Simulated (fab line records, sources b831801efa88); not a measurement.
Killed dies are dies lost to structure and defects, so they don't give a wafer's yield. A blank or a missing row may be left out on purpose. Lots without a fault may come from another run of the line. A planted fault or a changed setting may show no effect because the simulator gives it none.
fab line records | flow gf180mcu
record lots=12 wafers=35 last_day=34
route steps=602 shown STI@15 M1@318 V1@351
lots that met no fault: from a run of the same line without faults
start_h: hours from the record's first day to the start of the lot's first wafer shown | wait_h: hours since the lot's step before | " the same as in the row above | L1.1+2: a row that stands for several wafers | - no value, or no start given | * or withheld: withheld | < > ~ a bound
route shown NAME@n: a module of which the file shows steps, and the number in the route of the first | usual: mean/standard deviation of fault-free wafers | same: alike in all rows | chamber/n: place in a boat | sites: the reading at each site | _std_site: their standard deviation | _edge_site: outer sites' mean less inner sites' | radius_mm: how far each site lies from the wafer's centre | mask NAME#n: copy n | behind: the tool/chamber that last shaped the wafer | hold: why the lot was held/for how many hours/how that ended | device: the transistor (n, p or np) that didn't switch | end of line: the same wafers' tests at the end of the route | a step without rows: its recipe alone | killed: dies lost to structure and defects at the first sort, not the wafer's yield | map: a wafer's dies, x killed, . not, _ none there
set.NAME: the setting as run; set.NAME@STEP: as run at that earlier step | model.NAME: the simulator's own value behind a step, which no gauge read
steps of the route over a sample of lots; a table a step, a row a wafer
services: from which hour (start_h, from the record's first day; less than 0 if before it) a tool's chamber was out of use, for how many hours, and why
## steps
# step GF_STI_ETCH_14
# recipe target=Si chemistry=HBr/Cl2/O2 target_depth_nm=360 icp_w=600 bias_w=150 pressure_mtorr=15 HBr_flow_sccm=150 Cl2_flow_sccm=40 O2_flow_sccm=6 time_s=102.9
# usual drypump_motor_current_A=5.55/0.23 oes_product_au=1.007/0.011 run_length_s=131.2/0.45 throttle_valve_pct=25.652/0.011
# columns lot.wafer tool chamber start_h wait_h drypump_motor_current_A oes_product_au rf_hours_counter_h run_length_s throttle_valve_pct
L299.1 rie_si-02 3 41.65 0.0 5.85 1.004 3 131.8 25.640
L299.2 " 1 " " 5.60 1.022 1 131.0 25.634
L299.6 " 0 " " 5.21 1.015 - 131.5 25.660
L300.1 rie_si-01 2 45.56 0.0 5.54 0.997 44 131.3 25.665
L300.2 " 1 " " 5.72 0.993 20 130.6 25.671
L300.5 " 2 " " 5.54 0.998 - 131.4 25.657
L301.1 rie_si-01 1 51.11 0.0 5.74 0.985 20 130.4 25.658
L301.5 " 1 " " 5.74 0.996 - 130.4 25.659
L301.6 " 0 " " 5.57 0.994 - 131.6 25.653
L302.2 rie_si-01 3 56.39 0.0 5.11 1.016 78 130.8 25.633
L302.3 " 2 " " 5.55 1.002 44 131.2 25.658
L302.4 " 1 " " 5.75 1.002 20 130.4 25.669
L303.1 rie_si-01 2 61.56 0.0 5.53 0.987 44 131.6 25.667
L303.4 " 1 " " 5.75 0.980 20 130.7 25.676
L303.6 " 1 " " 5.73 0.992 - 130.3 25.657
L307.2 rie_si-01 0 85.24 0.0 5.58 0.995 39 131.7 25.657
L307.4 " 2 " " 5.56 0.991 44 119.5 25.653
L307.5 " 1 " " 5.76 1.000 - 118.8 25.651
L308.4 rie_si-01 3 93.11 0.0 5.11 1.024 78 118.9 25.654
L308.5 " 1 " " 5.77 1.000 - 118.6 25.651
L310.1 rie_si-01 3 100.06 0.0 5.10 1.024 79 131.2 25.634
L310.4 " 2 " " 5.55 1.002 44 119.8 25.655
L310.6 " 2 " " 5.57 1.000 - 131.6 25.667
L313.2 rie_si-02 2 113.44 0.0 5.62 1.021 83 130.7 25.637
L313.4 " 0 " " 5.22 1.006 1 131.2 25.651
L313.6 " 0 " " 5.21 0.992 - 131.1 25.661
L314.1 rie_si-02 3 117.86 0.0 5.83 1.005 4 131.6 25.654
L314.2 " 2 " " 5.59 1.022 83 131.5 25.634
L314.6 " 3 " " 5.88 1.002 - 131.8 25.646
L316.1 rie_si-02 1 128.84 0.0 5.57 1.016 2 131.0 25.628
L316.3 " 3 " " 5.82 1.005 4 132.0 25.641
L316.6 " 1 " " 5.55 1.014 - 130.7 25.629
L318.1 rie_si-02 1 139.01 0.0 5.52 1.022 2 130.7 25.645
L318.4 " 0 " " 5.21 1.006 2 131.9 25.654
L318.5 " 2 " " 5.62 1.013 - 130.9 25.635
# step GF_STI_STRIP_15
# recipe chemistry=O2/N2 power_w=1400 pressure_mtorr=1500 platen_temp_c=250 o2_flow_sccm=3000 n2_flow_sccm=300 overash_fraction=0.5
# usual drypump_motor_current_A=5.4/0.55 heater_power_w=320/43 oes_product_au=0.384/0.0047 strip_time_to_endpoint_s=3.72/0.06
# columns lot.wafer tool chamber start_h wait_h drypump_motor_current_A heater_power_w oes_product_au rf_hours_counter_h strip_time_to_endpoint_s
L299.1 plasma_asher-04 0 41.72 0.0 6.1 313 0.378 24 3.75
L299.2 " 1 " " 4.8 286 0.386 24 3.67
L299.6 " 0 " " 6.0 311 0.385 - 3.66
L300.1 plasma_asher-04 0 45.63 0.0 6.0 307 0.388 25 3.77
L300.2 " 1 " " 4.7 297 0.383 25 3.80
L300.5 " 1 " " 4.7 292 0.379 - 3.77
L301.1 plasma_asher-01 0 51.18 0.0 4.8 332 0.386 37 3.77
L301.5 " 0 " " 4.8 330 0.385 - 3.84
L301.6 " 1 " " 5.7 267 0.389 - 3.75
L302.2 plasma_asher-04 0 56.47 0.0 6.1 307 0.381 26 3.68
L302.3 " 0 " " 6.0 315 0.393 - 3.73
L302.4 " 1 " " 4.7 292 0.384 - 3.75
L303.1 plasma_asher-04 0 61.63 0.0 6.1 311 0.378 26 3.71
L303.4 " 1 " " 4.7 298 0.386 - 3.65
L303.6 " 0 " " 6.0 308 0.380 - 3.65
L307.2 plasma_asher-04 1 85.32 0.0 4.8 294 0.382 29 3.64
L307.4 " 0 " " 6.0 317 0.384 - 3.84
L307.5 " 0 " " 6.1 311 0.389 - 3.90
L308.4 plasma_asher-01 1 93.22 0.1 5.7 262 0.390 - 3.85
L308.5 " 0 " " 4.8 339 0.395 - 3.90
L310.1 plasma_asher-04 0 100.13 0.0 6.1 321 0.376 31 3.64
L310.4 " 1 " " 4.8 303 0.387 - 3.89
L310.6 " 1 " " 4.8 298 0.372 - 3.68
L313.2 plasma_asher-04 0 113.52 0.0 6.1 303 0.387 32 3.84
L313.4 " 1 " " 4.8 299 0.393 - 3.84
L313.6 " 1 " " 4.7 295 0.386 - 3.81
L314.1 plasma_asher-01 1 117.93 0.0 5.7 266 0.380 0 3.73
L314.2 " 0 " " 4.8 332 0.388 0 3.66
L314.6 " 1 " " 5.7 265 0.388 - 3.71
L316.1 plasma_asher-01 1 128.92 0.0 5.7 261 0.383 1 3.71
L316.3 " 1 " " 5.7 264 0.388 - 3.68
L316.6 " 1 " " 5.7 263 0.384 - 3.65
L318.1 plasma_asher-04 0 139.08 0.0 6.1 313 0.386 35 3.66
L318.4 " 0 " " 6.0 307 0.384 - 3.77
L318.5 " 1 " " 4.7 302 0.384 - 3.69
# step GF_M1_SPUTTER_03
# recipe material=Ti target_thk_nm=10 substrate_temp_c=300 chamber_pressure_pa=0.3 power_w=3000 time_s=6.7
# usual throttle_valve_pct=30.0/1.5
# columns lot.wafer tool chamber start_h wait_h throttle_valve_pct
L299.1 pvd_sputter-02 - 397.28 0.0 31.7
L299.2 " - " " 30.4
L299.6 " - " " 31.3
L301.1 pvd_sputter-02 - 417.20 0.0 31.3
L301.5 " - " " 31.7
L301.6 " - " " 30.6
L300.1 pvd_sputter-02 - 418.42 0.0 31.2
L300.2 " - " " 30.6
L300.5 " - " " 31.2
L303.1 pvd_sputter-01 - 432.95 0.0 29.6
L303.4 " - " " 29.1
L303.6 " - " " 28.0
L302.2 pvd_sputter-01 - 449.22 0.0 26.7
L302.3 " - " " 28.1
L302.4 " - " " 29.3
L307.2 pvd_sputter-02 - 481.43 0.0 31.5
L307.4 " - " " 30.7
L307.5 " - " " 31.2
L308.4 pvd_sputter-04 - 486.19 0.0 29.4
L308.5 " - " " 31.2
L310.1 pvd_sputter-04 - 503.51 0.0 31.3
L310.4 " - " " 30.9
L310.6 " - " " 31.4
L313.2 pvd_sputter-02 - 514.29 0.0 31.8
L313.4 " - " " 30.9
L313.6 " - " " 31.5
L314.1 pvd_sputter-04 - 525.60 0.0 28.0
L314.2 " - " " 31.3
L314.6 " - " " 27.8
L316.1 pvd_sputter-02 - 534.49 0.0 30.6
L316.3 " - " " 31.8
L316.6 " - " " 29.0
L318.1 pvd_sputter-04 - 551.74 0.0 29.6
L318.4 " - " " 31.4
L318.5 " - " " 29.6
# step GF_V1_ETCH_16
# recipe chemistry=N2/H2 target_depth_a=withheld overetch_a=withheld time_s=withheld target=BARC ion_energy_ev=200 source_w=500 bias_w=100 pressure_mtorr=30 n2_flow_sccm=100 h2_flow_sccm=200
# usual drypump_motor_current_A=5.7/0.38 oes_product_au=0.855/0.0047 throttle_valve_pct=13.224/0.0074
# columns lot.wafer tool chamber start_h wait_h drypump_motor_current_A oes_product_au throttle_valve_pct
L299.1 rie_diel-02 0 443.89 0.0 5.7 0.856 13.229
L299.2 " 3 " " 5.3 0.855 13.208
L299.6 " 1 " " 6.0 0.853 13.214
L301.1 rie_diel-02 0 465.76 0.0 5.7 0.858 13.230
L301.5 " 0 " " 5.7 0.863 13.222
L301.6 " 1 " " 6.0 0.856 13.226
L300.1 rie_diel-01 0 467.06 0.0 5.9 0.853 13.218
L300.2 " 1 " " 5.7 0.857 13.229
L300.5 " 1 " " 5.7 0.852 13.227
L303.1 rie_diel-02 3 483.12 0.0 5.2 0.856 13.234
L303.4 " 2 " " 6.4 0.864 13.227
L303.6 " 1 " " 6.0 0.849 13.228
L302.2 rie_diel-01 1 499.91 0.0 5.7 0.852 13.230
L302.3 " 3 " " 5.8 0.860 13.225
L302.4 " 3 " " 5.9 0.862 13.222
L307.2 rie_diel-01 1 530.69 0.0 5.7 0.857 13.225
L307.4 " 2 " " 5.6 0.860 13.220
L307.5 " 3 " " 5.8 0.852 13.229
L308.4 rie_diel-04 0 534.61 0.0 5.8 0.853 13.220
L308.5 " 3 " " 5.9 0.861 13.212
L310.1 rie_diel-04 1 552.37 0.0 4.8 0.854 13.243
L310.4 " 0 " " 5.8 0.857 13.229
L310.6 " 2 " " 5.1 0.856 13.227
L313.2 rie_diel-04 0 561.81 0.0 5.8 0.849 13.224
L313.4 " 3 " " 5.9 0.858 13.227
L313.6 " 3 " " 5.9 0.853 13.214
L314.1 rie_diel-02 0 572.56 0.0 5.7 0.849 13.232
L314.2 " 1 " " 6.0 0.853 13.223
L314.6 " 3 " " 5.2 0.859 13.227
L316.1 rie_diel-01 0 579.71 0.0 5.9 0.848 13.214
L316.3 " 1 " " 5.7 0.852 13.224
L316.6 " 0 " " 5.9 0.854 13.235
L318.1 rie_diel-04 2 597.44 0.0 5.1 0.851 13.225
L318.4 " 3 " " 5.9 0.856 13.227
L318.5 " 3 " " 5.9 0.858 13.226
# step GF_V1_ETCH_17
# recipe chemistry=C4F8/O2/Ar mask_material=KrF target=SiO2 stop_on=TiN source_w=1500 bias_w=1200 pressure_mtorr=40 c4f8_flow_sccm=withheld O2_flow_sccm=6 Ar_flow_sccm=300 time_s=withheld target_depth_a=6300
# usual oes_product_au=0.856/0.0048
# columns lot.wafer tool chamber start_h wait_h oes_product_au
L299.1 rie_diel-02 0 - - 0.856
L299.2 " 3 " " 0.854
L299.6 " 1 " " 0.857
L301.1 rie_diel-02 0 - - 0.852
L301.5 " 0 " " 0.858
L301.6 " 1 " " 0.869
L300.1 rie_diel-01 0 - - 0.859
L300.2 " 1 " " 0.851
L300.5 " 1 " " 0.849
L303.1 rie_diel-02 3 - - 0.863
L303.4 " 2 " " 0.855
L303.6 " 1 " " 0.853
L302.2 rie_diel-01 1 - - 0.855
L302.3 " 3 " " 0.863
L302.4 " 3 " " 0.861
L307.2 rie_diel-01 1 - - 0.861
L307.4 " 2 " " 0.857
L307.5 " 3 " " 0.863
L308.4 rie_diel-04 0 - - 0.858
L308.5 " 3 " " 0.851
L310.1 rie_diel-04 1 - - 0.857
L310.4 " 0 " " 0.858
L310.6 " 2 " " 0.856
L313.2 rie_diel-04 0 - - 0.863
L313.4 " 3 " " 0.860
L313.6 " 3 " " 0.845
L314.1 rie_diel-02 0 - - 0.858
L314.2 " 1 " " 0.853
L314.6 " 3 " " 0.856
L316.1 rie_diel-01 0 - - 0.855
L316.3 " 1 " " 0.861
L316.6 " 0 " " 0.852
L318.1 rie_diel-04 2 - - 0.856
L318.4 " 3 " " 0.853
L318.5 " 3 " " 0.858
## services
# columns tool chamber start_h hours kind
plasma_asher-04 - 22.83 4.2 repair
rie_diel-01 1 30.46 8.6 repair
rie_diel-02 3 66.57 3.2 repair
rie_diel-04 1 82.03 5.3 repair
rie_diel-01 2 134.47 3.2 repair
rie_diel-01 2 164.28 3.0 repair
rie_diel-02 - 173.06 0.9 repair
rie_diel-04 3 184.41 12.9 repair
rie_diel-02 1 266.87 25.1 repair
rie_diel-01 - 281.06 1.0 repair
rie_diel-02 3 324.74 16.3 repair
rie_diel-01 0 378.46 22.7 repair
plasma_asher-04 - 388.75 2.2 repair
rie_diel-01 2 413.42 3.5 repair
rie_diel-02 3 413.93 7.6 repair
rie_diel-02 - 454.13 2.8 pm
rie_diel-01 - 476.18 1.4 repair
rie_diel-01 3 481.50 3.5 repair
rie_diel-01 0 489.09 12.9 repair
rie_diel-02 2 494.14 24.2 repair
rie_diel-02 - 497.40 0.2 repair
plasma_asher-04 - 504.51 0.4 repair
plasma_asher-04 - 570.76 14.6 pm
plasma_asher-04 - 590.90 0.4 repair
## key
first_sign step=GF_STI_ETCH_14 reading=run_length_s direction=down sigmas=27 usual=* struck=*
effect step=GF_STI_STRIP_15 reading=strip_time_to_endpoint_s direction=up sigmas=2.6 usual=* struck=*
met_at GF_STI_ETCH_14
struck_lots L307,L308,L310
struck_wafers L307.4,L307.5,L308.4,L308.5,L310.4
tester_left_out L307,L308,L310
not_acting_at GF_M1_SPUTTER_03,GF_V1_ETCH_16,GF_V1_ETCH_17
onset_between 61.56 85.24
fault kind=process_parameter_drift tool=rie_si-01 chamber=- onset_h=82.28 steps=GF_STI_ETCH_14 channel=time_s offset=* shape=step end_h=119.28 scope=struck_wafers_only acts_in=* stated=*
# tester_left_out: of these lots the tester's yield and bins aren't shown, on N5 and GAA mostly nor the transistor test; their killed dies are dies lost to structure and defects alone, not to doping, threshold or leakage, so they don't give the yield
